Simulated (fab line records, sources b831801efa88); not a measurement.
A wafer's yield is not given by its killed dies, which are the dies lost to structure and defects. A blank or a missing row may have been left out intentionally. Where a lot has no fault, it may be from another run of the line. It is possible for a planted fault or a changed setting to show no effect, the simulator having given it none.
A lot that was struck, set against a sound lot | flow sky130 | 43 steps out of a route of 708
Sound: wafers L297.1, L297.2, L297.4. Wafers struck: L312.2, L312.3, L312.6. Last of all comes the cause.
Order at every step that has rows: each side's tool, ch and its chambers, its first start. Under that, the readings that differ: sound wafers | struck wafers | difference of the means | sigmas: that difference in standard deviations of wafers without a fault.
alike: a reading whose means differ by less than 2 such deviations, as well as words and numbers matching on both sides. not compared: withheld readings; readings where some wafer has no value; bounds like >300 that might hide an equal value; numbers whose values overlap and for which the record gives no deviation.
Wherever a step has rows on one side only, a row that says differs or no value, or a row with sigmas, the two part there. Numbers that don't overlap but have no deviation are shown without sigmas and don't part them. A reading missing from all wafers of one side parts the sides only when that side holds two or more wafers.

SKY_CAP2M_THK_MEAS_04: measures by xrf.
  sound on filmMetro-02, day 39 21:28; struck on filmMetro-01, day 44 07:51
  alike: CAP2M_TIN_THK
then, 7 steps without rows for these wafers: SKY_CAP2M_DEHYDRATE_05 (time 60 s); SKY_CAP2M_HMDS_06 (prime time 60 s); SKY_CAP2M_COAT_07 (resist thk 1140 nm); SKY_CAP2M_SOFTBAKE_08 (time 60 s); SKY_CAP2M_EXPOSE_09 (exposes mask CAP2M, target cd 1000 nm); SKY_CAP2M_PEB_10; SKY_CAP2M_DEVELOP_11 (develop time 60 s).
SKY_CAP2M_OVL_MEAS_12:
  sound on overlay-01, day 40 21:44; struck on overlay-02, day 45 04:55
  alike: CAP2M_OVL
SKY_CAP2M_METAL_ETCH_13: etches TiN in Cl2/BCl3, stops on SiO2, target depth 220 nm, time 62.9 s.
  sound on rieMetal-04 ch 0,1, day 40 21:46; struck on rieMetal-04 ch 0,1, day 45 04:56
  alike: bcl3FlowSccm, drypumpMotorCurrentA, oesProductAu, throttleValvePct
  not compared: rfHoursCounterH
SKY_CAP2M_STRIP_14: strips in O2/N2.
  sound on plasmaAsher-02 ch 0,1, day 40 21:50; struck on plasmaAsher-04 ch 0,1, day 45 05:01
  alike: drypumpMotorCurrentA, oesProductAu, stripTimeToEndpointS
  not compared: rfHoursCounterH
then, 1 step without rows for these wafers: SKY_CAP2M_STRIP_15 (strips in post etch residue remover, time 1200 s).
SKY_CAP2M_CLEAN_16: cleans in IPA, time 180 s.
  sound on wetBench-02 ch 3, day 40 22:17; struck on wetBench-02 ch 3, day 45 05:29
then, 9 steps without rows for these wafers: SKY_CAP2M_CLEAN_17 (cleans in O3/DIW); SKY_METAL4_DEHYDRATE_05 (time 60 s); SKY_METAL4_HMDS_06 (prime time 60 s); SKY_METAL4_COAT_07 (resist thk 60 nm); SKY_METAL4_COAT_08 (resist thk 1140 nm); SKY_METAL4_SOFTBAKE_09 (time 90 s); SKY_METAL4_EXPOSE_10 (exposes mask MM4, target cd 300 nm); SKY_METAL4_PEB_11; SKY_METAL4_DEVELOP_12 (develop time 60 s).
SKY_METAL4_CD_MEAS_13: the cd target is 300 nm.
  sound on cdSem-01, day 41 22:28; struck on cdSem-01, day 46 02:11
  alike: cdNm
SKY_METAL4_OVL_MEAS_14:
  sound on overlay-01, day 41 22:35; struck on overlay-01, day 46 02:17
reading         | sound | struck   | difference | sigmas
METAL4_OVL (nm) | 7 6 1 | -6 -2 -9 | -10        | -2
SKY_METAL4_DESCUM_15: chemistry O2, time 8 s.
  sound on rieMetal-02 ch 0,1, day 41 22:37; struck on rieMetal-02 ch 0,1, day 46 02:19
  alike: drypumpMotorCurrentA, oesProductAu
  not compared: rfHoursCounterH
then, 2 steps without rows for these wafers: SKY_METAL4_ETCH_16 (etches BARC in N2/H2, stops on SiO2, time 88.2 s, target depth 60 nm); SKY_METAL4_ETCH_17 (etches SiO2 in C4F8/O2/Ar, stops on TiN, time 3.9 s, target depth 15 nm).
SKY_METAL4_METAL_ETCH_18: etches the open film in Cl2/BCl3, stops on SiO2, target depth 845 nm, time 183.1 s.
  sound on rieMetal-01 ch 0,1, day 41 22:46; struck on rieMetal-01 ch 0,1, day 46 02:28
  alike: bcl3FlowSccm, drypumpMotorCurrentA, oesProductAu, throttleValvePct
  not compared: rfHoursCounterH
then, 5 steps without rows for these wafers: SKY_METAL4_STRIP_19 (strips in O2/N2); SKY_METAL4_STRIP_20 (strips in post etch residue remover, time 1200 s); SKY_METAL4_CLEAN_21 (cleans in IPA, time 180 s); SKY_METAL4_CLEAN_22 (cleans in O3/DIW); SKY_VIA4_HDPCVD_00 (deposits SiO2, target thk 1750 nm, time 291.7 s).
SKY_VIA4_THK_MEAS_01:
  sound on filmMetro-02, day 41 23:43; struck on filmMetro-03, day 46 03:25
reading              | sound          | struck         | difference | sigmas
VIA4_HDPCVD_THK (nm) | 1719 1695 1680 | 1730 1743 1749 | +43        | +2
SKY_VIA4_CMP_02: polishes SiO2.
  sound on cmp-02 ch 1,2,3, day 41 23:50; struck on cmp-01 ch 0,2,3, day 46 03:34
  alike: motorCurrentA
SKY_VIA4_BOW_MEAS_03:
  sound on filmMetro-02, day 42 00:05; struck on filmMetro-03, day 46 03:47
  alike: VIA4_BOW
then, 6 steps without rows for these wafers: SKY_VIA4_DEHYDRATE_04 (time 60 s); SKY_VIA4_HMDS_05 (prime time 60 s); SKY_VIA4_COAT_06 (resist thk 1140 nm); SKY_VIA4_SOFTBAKE_07 (time 60 s); SKY_VIA4_EXPOSE_08 (exposes mask VIM4, target cd 800 nm); SKY_VIA4_PEB_09.
-- the record jumps here: 3 days lie between the struck wafers' starts before and after (it left off in module VIA4 and takes up again in module PAD_OPEN, whose first step shown is number 708 of the route) --
SKY_PAD_OPEN_PROBE_99:
  sound on prober-02, day 45 23:37; struck on prober-01, day 49 14:05
  no value came back on the struck wafers for model.etest.tester.sortNPass, model.etest.tester.sortYieldPct (%), model.etest.tester.sort_bin_5_pct (%), model.etest.tester.sort_bin_3_pct (%); on the sound wafers model.etest.tester.sortNPass reads 404 397 400
reading       | sound    | struck      | difference | sigmas
killedAtOther | 1 0 1    | 33 38 39    | +36        | +67
killedDies    | 88 95 92 | 108 123 107 | +21        | +2
killedOpen    | 57 52 56 | 43 38 37    | -16        | -2
  alike: killed_at_M0_to_M3, killed_at_M4_up, killedAtContacts, killedAtFrontEnd, killedShort

## WHERE THEY PART
Last at SKY_PAD_OPEN_PROBE_99 as far as this record goes, first at SKY_METAL4_OVL_MEAS_14.

WHY: what the simulator had put in
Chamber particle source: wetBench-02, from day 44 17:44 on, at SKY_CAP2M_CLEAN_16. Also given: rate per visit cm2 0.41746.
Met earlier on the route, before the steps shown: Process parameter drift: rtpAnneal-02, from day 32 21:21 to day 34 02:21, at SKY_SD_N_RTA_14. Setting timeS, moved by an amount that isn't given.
